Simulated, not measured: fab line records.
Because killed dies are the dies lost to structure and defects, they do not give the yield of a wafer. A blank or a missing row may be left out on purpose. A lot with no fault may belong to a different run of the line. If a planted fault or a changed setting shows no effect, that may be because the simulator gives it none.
Matching of chambers :: flow sky130 :: 3 sister chambers for SKY_VIA2_HDPCVD_00 on hdpcvd-02
The step deposits SiO2, target thk 1180 nm, time 196.7 s. 14 wafers are shown with their chamber, then 7 later ones without.

## WAFERS, EACH WITH ITS CHAMBER
wafer: L912.3
chamber: 1
pressure_mtorr (mTorr): 5.996

wafer: L912.4
chamber: 1
pressure_mtorr (mTorr): 6.008

wafer: L912.6
chamber: 0
pressure_mtorr (mTorr): 6.008

wafer: L913.1
chamber: 2
pressure_mtorr (mTorr): 6.006

wafer: L913.4
chamber: 1
pressure_mtorr (mTorr): 6.007

wafer: L913.5
chamber: 0
pressure_mtorr (mTorr): 6.009

wafer: L914.2
chamber: 1
pressure_mtorr (mTorr): 5.989

wafer: L914.5
chamber: 2
pressure_mtorr (mTorr): 5.997

wafer: L914.6
chamber: 1
pressure_mtorr (mTorr): 6.003

wafer: L917.1
chamber: 0
pressure_mtorr (mTorr): 5.987

wafer: L917.3
chamber: 2
pressure_mtorr (mTorr): 6.008

wafer: L917.5
chamber: 0
pressure_mtorr (mTorr): 6.002

wafer: L927.3
chamber: 1
pressure_mtorr (mTorr): 6.021

wafer: L927.4
chamber: 2
pressure_mtorr (mTorr): 5.998

SIGNATURES (averages over the wafers above)
reading: pressure_mtorr
chamber 0: 6.00150
chamber 1: 6.00400
chamber 2: 6.00225
scatter within a chamber: 0.00956
Rule: distance of a wafer from a chamber = root of the sum over the readings of ((wafer's reading minus chamber's mean) / reading's scatter) squared. If the next closest chamber is less than 2 further off than the closest, the wafer can't be placed; otherwise it belongs to the closest. The scatter is the square root of a quotient: the sum, over the shown wafers, of each reading's squared deviation from its chamber's mean, divided by wafers minus chambers.

## WAFERS WITH NO CHAMBER GIVEN
wafer: L927.6
pressure_mtorr (mTorr): 6.009

wafer: L931.1
pressure_mtorr (mTorr): 5.995

wafer: L931.4
pressure_mtorr (mTorr): 6.010

wafer: L931.6
pressure_mtorr (mTorr): 5.993

wafer: L932.2
pressure_mtorr (mTorr): 5.991

wafer: L932.5
pressure_mtorr (mTorr): 6.005

wafer: L932.6
pressure_mtorr (mTorr): 5.987

## EACH ONE'S CHAMBER
wafer: L927.6
from the rows above: can't be placed: 1 or 2 or 0
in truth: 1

wafer: L931.1
from the rows above: can't be placed: 0 or 2 or 1
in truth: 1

wafer: L931.4
from the rows above: can't be placed: 1 or 2 or 0
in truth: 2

wafer: L931.6
from the rows above: can't be placed: 0 or 2 or 1
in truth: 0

wafer: L932.2
from the rows above: can't be placed: 0 or 2 or 1
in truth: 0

wafer: L932.5
from the rows above: can't be placed: 1 or 2 or 0
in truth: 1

wafer: L932.6
from the rows above: can't be placed: 0 or 2 or 1
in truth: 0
Correctly placed: 0 of 7. Unplaceable from these rows: 7, with the true chamber sitting among the candidates in 7. Wrongly placed: 0.
